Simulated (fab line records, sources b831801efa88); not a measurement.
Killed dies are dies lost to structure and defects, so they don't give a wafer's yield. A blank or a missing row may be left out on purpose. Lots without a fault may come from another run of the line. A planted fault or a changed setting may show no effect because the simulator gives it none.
fab line records | flow sky130
record lots=5 wafers=15 last_day=50
route steps=708 shown VIA2@516 METAL3@532 CAPM@537
lots that met no fault: from a run of the same line without faults
start_h: hours from the record's first day to the start of the lot's first wafer shown | wait_h: hours since the lot's step before | " the same as in the row above | L1.1+2: a row that stands for several wafers | - no value, or no start given | * or withheld: withheld | < > ~ a bound
route shown NAME@n: a module of which the file shows steps, and the number in the route of the first | usual: mean/standard deviation of fault-free wafers | same: alike in all rows | chamber/n: place in a boat | sites: the reading at each site | _std_site: their standard deviation | _edge_site: outer sites' mean less inner sites' | radius_mm: how far each site lies from the wafer's centre | mask NAME#n: copy n | behind: the tool/chamber that last shaped the wafer | hold: why the lot was held/for how many hours/how that ended | device: the transistor (n, p or np) that didn't switch | end of line: the same wafers' tests at the end of the route | a step without rows: its recipe alone | killed: dies lost to structure and defects at the first sort, not the wafer's yield | map: a wafer's dies, x killed, . not, _ none there
set.NAME: the setting as run; set.NAME@STEP: as run at that earlier step | model.NAME: the simulator's own value behind a step, which no gauge read
lots at some steps of the route; a table a step, a row a wafer
services: from which hour (start_h, from the record's first day; less than 0 if before it) a tool's chamber was out of use, for how many hours, and why
## steps
# step SKY_VIA2_EXPOSE_09
# recipe mask_id=VIM2 na=0.8 source_shape=annular sigma_inner=0.55 sigma_outer=0.85 target_cd_nm=200 dose_mj=38
# usual exposure_dose_mJ_cm2=38.00/0.038
# same sigma_inner=0.55
# columns lot.wafer tool chamber start_h wait_h mask exposure_dose_mJ_cm2
L081.1 krf_scanner-01 0 - - VIM2#0 38.03
L081.2 " 0 " " VIM2#0 37.96
L081.6 " 0 " " VIM2#0 37.97
L083.1 krf_scanner-02 0 - - VIM2#0 38.01
L083.5 " 0 " " VIM2#0 37.99
L083.6 " 0 " " VIM2#0 37.98
L086.4 krf_scanner-01 0 - - VIM2#0 38.00
L086.5 " 0 " " VIM2#0 38.02
L086.6 " 0 " " VIM2#0 37.96
L088.1 krf_scanner-01 0 - - VIM2#0 37.98
L088.2 " 0 " " VIM2#0 38.00
L088.5 " 0 " " VIM2#0 37.98
L092.1 krf_scanner-01 0 - - VIM2#0 37.98
L092.5 " 0 " " VIM2#0 37.99
L092.6 " 0 " " VIM2#0 37.98
# step SKY_VIA2_PEB_10
# recipe peb_temp_c=withheld peb_time_s=withheld resist=KrF-thick
# columns lot.wafer tool chamber start_h wait_h
L081.1+2+6 litho_track-04 0 - -
L083.1+5+6 litho_track-04 0 - -
L086.4+5+6 litho_track-04 0 - -
L088.1+2+5 litho_track-03 0 - -
L092.1+5+6 litho_track-03 0 - -
# step SKY_VIA2_DEVELOP_11
# recipe develop_time_s=60 resist=KrF-thick dev_temp_c=21
# columns lot.wafer tool chamber start_h wait_h
L081.1+2+6 litho_track-04 0 - -
L083.1+5+6 litho_track-04 0 - -
L086.4+5+6 litho_track-04 0 - -
L088.1+2+5 litho_track-03 0 - -
L092.1+5+6 litho_track-03 0 - -
# step SKY_VIA2_CD_MEAS_12
# recipe target_cd_nm=200
# usual cd_nm=199.7/1.7
# columns lot.wafer tool chamber start_h wait_h cd_nm
L081.1 cd_sem-02 - 894.03 - 200.3
L081.2 " - " " 201.0
L081.6 " - " " 201.9
L083.1 cd_sem-02 - 908.63 - 199.5
L083.5 " - " " 198.4
L083.6 " - " " 200.0
L086.4 cd_sem-01 - 928.89 - 197.4
L086.5 " - " " 198.6
L086.6 " - " " 198.7
L088.1 cd_sem-02 - 983.18 - 200.2
L088.2 " - " " 200.3
L088.5 " - " " 198.9
L092.1 cd_sem-01 - 1000.53 - 197.5
L092.5 " - " " 198.4
L092.6 " - " " 198.3
# step SKY_VIA2_OVL_MEAS_13
# usual VIA2_OVL=-2/5
# columns lot.wafer tool chamber start_h wait_h VIA2_OVL[nm]
L081.1 overlay-01 - 894.15 0.1 -6
L081.2 " - " " -4
L081.6 " - " " 4
L083.1 overlay-01 - 908.75 0.1 7
L083.5 " - " " -2
L083.6 " - " " 0
L086.4 overlay-02 - 928.97 0.1 -13
L086.5 " - " " -8
L086.6 " - " " -10
L088.1 overlay-02 - 983.30 0.1 -4
L088.2 " - " " -5
L088.5 " - " " -8
L092.1 overlay-01 - 1000.65 0.1 1
L092.5 " - " " 3
L092.6 " - " " -3
# step SKY_VIA2_ETCH_14
# recipe chemistry=N2/H2 target=BARC ion_energy_ev=200 source_w=500 bias_w=100 pressure_mtorr=30 n2_flow_sccm=100 h2_flow_sccm=200 stop_on=SiO2 time_s=45.9 target_depth_a=600
# usual chamber_pressure_mTorr=30.00/0.031 drypump_motor_current_A=5.4/0.52 oes_product_au=0.854/0.0045 throttle_valve_pct=13.226/0.0088
# columns lot.wafer tool chamber start_h wait_h chamber_pressure_mTorr drypump_motor_current_A oes_product_au rf_hours_counter_h throttle_valve_pct
L081.1 rie_diel-03 3 894.19 0.0 29.96 5.2 0.852 3 13.208
L081.2 " 1 " " 30.00 6.4 0.855 13 13.218
L081.6 " 0 " " 29.93 6.4 0.850 - 13.222
L083.1 rie_diel-01 1 908.79 0.0 30.04 5.2 0.857 26 13.227
L083.5 " 2 " " 30.02 4.7 0.850 - 13.228
L083.6 " 1 " " 30.01 5.2 0.853 - 13.227
L086.4 rie_diel-01 3 928.99 0.0 29.97 5.7 0.858 4 13.240
L086.5 " 1 " " 30.02 5.2 0.855 - 13.235
L086.6 " 2 " " 29.99 4.7 0.865 - 13.223
L088.1 rie_diel-04 3 983.34 0.0 29.92 5.6 0.853 4 13.224
L088.2 " 2 " " 30.01 5.3 0.861 15 13.236
L088.5 " 2 " " 30.02 5.3 0.855 - 13.205
L092.1 rie_diel-01 2 1000.69 0.0 30.04 4.7 0.848 20 13.222
L092.5 " 3 " " 29.99 5.7 0.865 - 13.230
L092.6 " 1 " " 29.99 5.2 0.848 - 13.222
# step SKY_VIA2_ETCH_15
# recipe target=SiO2 chemistry=C4F8/O2/Ar target_depth_nm=546 stop_on=TiN mask_material=KrF-thick source_w=1500 bias_w=1200 pressure_mtorr=40 c4f8_flow_sccm=withheld O2_flow_sccm=6 Ar_flow_sccm=300 time_s=84
# usual chamber_pressure_mTorr=40.00/0.036 oes_product_au=0.939/0.0044
# columns lot.wafer tool chamber start_h wait_h chamber_pressure_mTorr oes_product_au rf_hours_counter_h
L081.1 rie_diel-03 3 894.23 0.0 40.05 0.942 3
L081.2 " 1 " " 40.04 0.940 13
L081.6 " 0 " " 40.02 0.936 -
L083.1 rie_diel-01 1 908.83 0.0 40.02 0.937 26
L083.5 " 2 " " 40.02 0.942 -
L083.6 " 1 " " 40.05 0.939 -
L086.4 rie_diel-01 3 929.03 0.0 39.99 0.935 4
L086.5 " 1 " " 40.00 0.936 -
L086.6 " 2 " " 40.00 0.942 -
L088.1 rie_diel-04 3 983.38 0.0 40.00 0.931 4
L088.2 " 2 " " 39.93 0.940 15
L088.5 " 2 " " 39.96 0.940 -
L092.1 rie_diel-01 2 1000.73 0.0 40.00 0.939 20
L092.5 " 3 " " 40.04 0.943 -
L092.6 " 1 " " 40.03 0.936 -
# step SKY_VIA2_STRIP_16
# recipe chemistry=O2/N2 power_w=1400 pressure_mtorr=1500 platen_temp_c=withheld o2_flow_sccm=3000 n2_flow_sccm=300 overash_fraction=0.5
# usual chamber_pressure_mTorr=1499.9/1.3 drypump_motor_current_A=5.77/0.26 oes_product_au=0.399/0.0045 strip_time_to_endpoint_s=4.052/0.028
# columns lot.wafer tool chamber start_h wait_h chamber_pressure_mTorr drypump_motor_current_A oes_product_au rf_hours_counter_h strip_time_to_endpoint_s
L081.1 plasma_asher-02 0 894.30 0.0 1499.6 5.98 0.405 106 4.074
L081.2 " 1 " " 1500.9 6.09 0.403 106 4.057
L081.6 " 1 " " 1500.1 6.10 0.393 - 4.052
L083.1 plasma_asher-03 1 908.90 0.0 1497.8 5.58 0.393 77 4.032
L083.5 " 0 " " 1497.2 5.18 0.395 - 4.068
L083.6 " 1 " " 1499.8 5.55 0.393 - 4.054
L086.4 plasma_asher-02 0 929.13 0.1 1501.0 5.98 0.399 - 4.043
L086.5 " 0 " " 1500.7 5.95 0.394 - 4.049
L086.6 " 1 " " 1500.6 6.07 0.401 - 4.088
L088.1 plasma_asher-04 0 983.45 0.0 1499.2 5.76 0.401 56 4.045
L088.2 " 1 " " 1501.0 5.70 0.408 56 4.051
L088.5 " 1 " " 1498.7 5.70 0.401 - 4.029
L092.1 plasma_asher-04 1 1000.80 0.0 1498.6 5.71 0.401 57 4.052
L092.5 " 1 " " 1499.2 5.68 0.393 - 4.022
L092.6 " 0 " " 1499.7 5.79 0.406 - 4.037
# step SKY_VIA2_STRIP_17
# recipe chemistry=post_etch_residue_remover time_s=1200 temp_c=72.5
# columns lot.wafer tool chamber start_h wait_h
L081.1+2+6 wet_bench-02 0 894.39 0.1
L083.1+5+6 wet_bench-02 1 909.00 0.1
L086.4+5+6 wet_bench-01 1 929.20 0.0
L088.1+2+5 wet_bench-02 1 983.55 0.1
L092.1+5+6 wet_bench-01 1 1000.90 0.1
# step SKY_VIA2_CLEAN_18
# recipe chemistry=IPA time_s=180 temp_c=25
# columns lot.wafer tool chamber start_h wait_h
L081.1+2+6 wet_bench-01 0 894.74 0.0
L083.1+5+6 wet_bench-04 0 909.34 0.0
L086.4+5+6 wet_bench-04 1 929.54 0.0
L088.1+2+5 wet_bench-04 1 983.89 0.0
L092.1+5+6 wet_bench-02 2 1001.24 0.0
# step SKY_VIA2_CLEAN_19
# recipe chemistry=O3/DIW dry=n2_spin
# columns lot.wafer tool chamber start_h wait_h
L081.1+2+6 wet_bench-02 0 894.79 0.0
L083.1+5+6 wet_bench-01 1 909.40 0.0
L086.4+5+6 wet_bench-01 1 929.60 0.0
L088.1+2+5 wet_bench-02 3 983.95 0.0
L092.1+5+6 wet_bench-04 0 1001.30 0.0
# step SKY_VIA2_SPUTTER_20
# recipe material=TiN target_thk_nm=20 chamber_pressure_pa=5 power_w=4000 time_s=80
# usual throttle_valve_pct=30.3/1.2
# columns lot.wafer tool chamber start_h wait_h throttle_valve_pct
L081.1 pvd_sputter-03 - 894.89 0.0 28.9
L081.2 " - " " 30.7
L081.6 " - " " 32.3
L083.1 pvd_sputter-01 - 909.49 0.0 31.2
L083.5 " - " " 29.9
L083.6 " - " " 28.3
L086.4 pvd_sputter-01 - 929.69 0.0 30.3
L086.5 " - " " 29.7
L086.6 " - " " 28.1
L088.1 pvd_sputter-03 - 984.04 0.0 32.5
L088.2 " - " " 30.7
L088.5 " - " " 29.1
L092.1 pvd_sputter-04 - 1001.40 0.0 29.2
L092.5 " - " " 29.2
L092.6 " - " " 30.2
# step SKY_VIA2_CVD_21
# recipe material=W target_thk_nm=420 time_s=126.4 temp_c=400 pressure_torr=40
# usual heater_power_w=794/42 susceptor_temp_C=400.00/0.24
# columns lot.wafer tool chamber start_h wait_h heater_power_w susceptor_temp_C
L081.1 cvd_w-02 0 894.95 0.0 879 399.97
L081.2 " 1 " " 807 399.99
L081.6 " 1 " " 816 399.54
L083.1 cvd_w-02 0 909.55 0.0 833 399.85
L083.5 " 0 " " 835 399.88
L083.6 " 1 " " 826 399.93
L086.4 cvd_w-02 1 929.79 0.1 813 400.06
L086.5 " 1 " " 823 399.82
L086.6 " 0 " " 862 400.24
L088.1 cvd_w-02 0 984.10 0.0 846 400.34
L088.2 " 1 " " 794 399.91
L088.5 " 1 " " 827 399.77
L092.1 cvd_w-01 0 1001.46 0.0 759 400.03
L092.5 " 1 " " 704 399.69
L092.6 " 0 " " 763 399.46
# step SKY_VIA2_RS_MEAS_22
# recipe thk_meas_gauge=four-point-probe reads=W_of_VIA2_CVD_21+TiN_of_VIA2_SPUTTER_20
# usual VIA2_W_RS=0.2724/0.0028
# columns lot.wafer tool chamber start_h wait_h VIA2_W_RS[ohm/sq]
L081.1 film_metro-03 - 895.08 0.1 0.2724
L081.2 " - " " 0.2713
L081.6 " - " " 0.2739
L083.1 film_metro-03 - 909.68 0.1 0.2726
L083.5 " - " " 0.2674
L083.6 " - " " 0.2740
L086.4 film_metro-04 - 929.94 0.1 0.2684
L086.5 " - " " 0.2691
L086.6 " - " " 0.2699
L088.1 film_metro-02 - 984.23 0.1 0.2733
L088.2 " - " " 0.2719
L088.5 " - " " 0.2720
L092.1 film_metro-04 - 1001.59 0.1 0.2752
L092.5 " - " " 0.2722
L092.6 " - " " 0.2731
# step SKY_VIA2_THK_MEAS_23
# recipe thk_meas_gauge=xrf reads=W_of_VIA2_CVD_21
# usual VIA2_W_THK=429/5.7
# columns lot.wafer tool chamber start_h wait_h VIA2_W_THK[nm]
L081.1 film_metro-03 - 895.20 0.1 425
L081.2 " - " " 426
L081.6 " - " " 426
L083.1 film_metro-03 - 909.80 0.1 425
L083.5 " - " " 433
L083.6 " - " " 423
L086.4 film_metro-04 - 930.03 0.1 429
L086.5 " - " " 430
L086.6 " - " " 427
L088.1 film_metro-02 - 984.35 0.1 432
L088.2 " - " " 434
L088.5 " - " " 433
L092.1 film_metro-04 - 1001.71 0.1 423
L092.5 " - " " 430
L092.6 " - " " 427
# step SKY_VIA2_CMP_24
# recipe stop_on=SiO2 t_overpolish_s=20 down_force_psi=3.5 platen_rpm=60 target_thk_nm=0 pad_velocity_m_s=0.94248
# usual edge_zone_pressure_frac=1.000/0.0055 motor_current_A=11.7/0.75 overpolish_run_s=20.000/0.009 slurry_flow_ml_min=150.0/0.46 time_to_endpoint_s=101/4.3
# columns lot.wafer tool chamber start_h wait_h edge_zone_pressure_frac motor_current_A overpolish_run_s slurry_flow_ml_min time_to_endpoint_s
L081.2 cmp-02 1 895.31 0.1 0.999 10.6 19.992 150.0 110
L081.1 " 3 " " 0.992 11.0 19.995 149.6 96
L081.6 " 0 " " 1.000 11.4 20.008 150.3 99
L083.1 cmp-01 3 909.96 0.1 1.001 11.6 19.986 149.5 97
L083.6 " 1 " " 1.006 11.4 20.000 149.0 99
L083.5 " 2 " " 1.003 12.4 19.998 150.0 100
L086.4 cmp-02 2 930.11 0.1 1.000 13.4 20.002 149.8 109
L086.6 " 1 " " 0.996 11.2 19.998 150.0 114
L086.5 " 2 " " 1.004 12.8 19.993 150.2 106
L088.2 cmp-02 3 984.51 0.1 0.999 10.6 19.996 150.4 98
L088.1 " 0 " " 0.994 11.8 20.008 149.4 108
L088.5 " 2 " " 1.000 13.6 19.989 149.5 107
L092.1 cmp-02 0 1001.87 0.1 0.997 12.3 19.995 149.8 99
L092.5 " 2 " " 1.000 12.5 20.007 149.9 98
L092.6 " 3 " " 1.006 10.9 20.003 149.7 95
# step SKY_METAL3_SPUTTER_00
# recipe material=Ti target_thk_nm=15 power_w=3000 time_s=10 chamber_pressure_pa=0.4
# usual throttle_valve_pct=30.0/1.2
# columns lot.wafer tool chamber start_h wait_h throttle_valve_pct
L081.1 pvd_sputter-04 - 895.56 0.1 31.9
L081.2 " - " " 30.0
L081.6 " - " " 29.4
L083.1 pvd_sputter-02 - 910.16 0.1 31.0
L083.5 " - " " 30.8
L083.6 " - " " 28.0
L086.4 pvd_sputter-04 - 930.37 0.2 31.9
L086.5 " - " " 29.5
L086.6 " - " " 29.8
L088.1 pvd_sputter-04 - 984.71 0.1 29.4
L088.2 " - " " 29.2
L088.5 " - " " 30.1
L092.1 pvd_sputter-01 - 1002.07 0.1 28.0
L092.5 " - " " 30.5
L092.6 " - " " 28.1
# step SKY_METAL3_SPUTTER_01
# recipe material=TiN target_thk_nm=20 power_w=6500 time_s=16.7 chamber_pressure_pa=0.4
# usual throttle_valve_pct=30.0/1.1
# columns lot.wafer tool chamber start_h wait_h throttle_valve_pct
L081.1 pvd_sputter-04 - 895.58 0.0 32.1
L081.2 " - " " 30.4
L081.6 " - " " 29.3
L083.1 pvd_sputter-02 - 910.18 0.0 30.9
L083.5 " - " " 30.9
L083.6 " - " " 27.8
L086.4 pvd_sputter-04 - 930.39 0.0 31.7
L086.5 " - " " 29.5
L086.6 " - " " 29.4
L088.1 pvd_sputter-04 - 984.74 0.0 29.3
L088.2 " - " " 29.4
L088.5 " - " " 30.2
L092.1 pvd_sputter-01 - 1002.09 0.0 28.2
L092.5 " - " " 30.3
L092.6 " - " " 28.3
# step SKY_METAL3_SPUTTER_02
# recipe material=AlCu target_thk_nm=735 power_w=10600 time_s=39.1 chamber_pressure_pa=0.4
# usual throttle_valve_pct=30.0/1.2
# columns lot.wafer tool chamber start_h wait_h throttle_valve_pct
L081.1 pvd_sputter-04 - 895.61 0.0 31.7
L081.2 " - " " 30.3
L081.6 " - " " 29.3
L083.1 pvd_sputter-02 - 910.21 0.0 31.0
L083.5 " - " " 31.0
L083.6 " - " " 27.8
L086.4 pvd_sputter-04 - 930.43 0.0 31.9
L086.5 " - " " 29.2
L086.6 " - " " 29.7
L088.1 pvd_sputter-04 - 984.76 0.0 29.4
L088.2 " - " " 29.1
L088.5 " - " " 30.2
L092.1 pvd_sputter-01 - 1002.12 0.0 28.1
L092.5 " - " " 30.2
L092.6 " - " " 28.1
# step SKY_METAL3_SPUTTER_03
# recipe material=Ti target_thk_nm=5 power_w=3000 time_s=3.3 chamber_pressure_pa=0.4
# usual throttle_valve_pct=30.0/1.1
# columns lot.wafer tool chamber start_h wait_h throttle_valve_pct
L081.1 pvd_sputter-04 - 895.64 0.0 31.9
L081.2 " - " " 30.3
L081.6 " - " " 29.2
L083.1 pvd_sputter-02 - 910.24 0.0 30.9
L083.5 " - " " 31.2
L083.6 " - " " 28.1
L086.4 pvd_sputter-04 - 930.45 0.0 31.9
L086.5 " - " " 29.2
L086.6 " - " " 29.5
L088.1 pvd_sputter-04 - 984.80 0.0 29.3
L088.2 " - " " 29.5
L088.5 " - " " 30.3
L092.1 pvd_sputter-01 - 1002.15 0.0 28.2
L092.5 " - " " 30.1
L092.6 " - " " 28.0
# step SKY_METAL3_SPUTTER_04
# recipe material=TiN target_thk_nm=70 power_w=6500 time_s=58.3 chamber_pressure_pa=0.4
# usual throttle_valve_pct=30.0/1.2
# columns lot.wafer tool chamber start_h wait_h throttle_valve_pct
L081.1 pvd_sputter-04 - 895.66 0.0 31.9
L081.2 " - " " 30.3
L081.6 " - " " 29.5
L083.1 pvd_sputter-02 - 910.26 0.0 30.7
L083.5 " - " " 30.9
L083.6 " - " " 27.8
L086.4 pvd_sputter-04 - 930.49 0.0 31.9
L086.5 " - " " 29.4
L086.6 " - " " 29.4
L088.1 pvd_sputter-04 - 984.82 0.0 29.3
L088.2 " - " " 29.6
L088.5 " - " " 30.2
L092.1 pvd_sputter-01 - 1002.17 0.0 28.1
L092.5 " - " " 30.2
L092.6 " - " " 28.0
# step SKY_CAPM_CVD_00
# recipe material=SiO2 target_thk_nm=15.5 temp_c=400 time_s=withheld rf_w=450
# usual heater_power_w=748/99 susceptor_temp_C=399.99/0.23
# columns lot.wafer tool chamber start_h wait_h heater_power_w susceptor_temp_C
L081.1 pecvd-01 0 895.71 0.0 882 400.31
L081.2 " 2 " " 697 400.51
L081.6 " 0 " " 895 399.86
L083.1 pecvd-01 0 910.31 0.0 845 399.89
L083.5 " 2 " " 642 399.86
L083.6 " 1 " " 576 399.70
L086.4 pecvd-02 0 930.52 0.0 705 400.11
L086.5 " 1 " " 639 400.07
L086.6 " 2 " " 862 400.11
L088.1 pecvd-02 1 984.87 0.0 703 400.21
L088.2 " 0 " " 724 399.87
L088.5 " 0 " " 711 399.77
L092.1 pecvd-02 0 1002.22 0.0 717 400.09
L092.5 " 1 " " 682 399.83
L092.6 " 0 " " 738 400.11
# step SKY_CAPM_THK_MEAS_01
# recipe reads=SiO2_of_CAPM_CVD_00
# usual CAPM_CVD_00_THK=15.54/0.21
# columns lot.wafer tool chamber start_h wait_h CAPM_CVD_00_THK[nm]
L081.1 film_metro-01 - 895.74 - 15.47
L081.2 " - " " 15.50
L081.6 " - " " 15.40
L083.1 film_metro-04 - 910.33 - 15.37
L083.5 " - " " 15.63
L083.6 " - " " 15.42
L086.4 film_metro-04 - 930.56 - 15.48
L086.5 " - " " 15.73
L086.6 " - " " 15.56
L088.1 film_metro-01 - 984.89 - 15.54
L088.2 " - " " 15.17
L088.5 " - " " 15.55
L092.1 film_metro-02 - 1002.24 - 15.21
L092.5 " - " " 15.70
L092.6 " - " " 15.35
## services
# columns tool chamber start_h hours kind
pvd_sputter-03 - 859.39 0.8 repair
pecvd-01 0 878.99 12.8 repair
krf_scanner-01 - 881.66 0.1 repair
plasma_asher-02 - 882.39 11.8 repair
cvd_w-02 - 886.81 1.4 repair
pecvd-01 1 886.82 9.1 repair
krf_scanner-01 - 889.44 1.3 pm
krf_scanner-01 - 890.74 0.8 pm
plasma_asher-02 - 892.43 0.4 repair
pvd_sputter-02 - 898.14 1.7 repair
cmp-02 - 906.44 1.8 repair
rie_diel-01 - 906.66 1.5 repair
rie_diel-01 0 906.69 19.8 repair
pvd_sputter-04 - 913.26 2.2 repair
krf_scanner-01 - 917.11 4.4 pm
cmp-02 - 918.30 0.5 repair
krf_scanner-01 - 936.86 1.0 pm
pvd_sputter-01 - 939.47 6.4 repair
cmp-02 - 946.01 2.4 repair
pecvd-02 - 946.75 0.5 repair
pecvd-02 2 948.69 9.8 repair
cmp-02 - 954.34 1.3 repair
pvd_sputter-02 - 972.84 3.3 repair
pvd_sputter-04 - 993.61 7.5 repair
## key
fault none
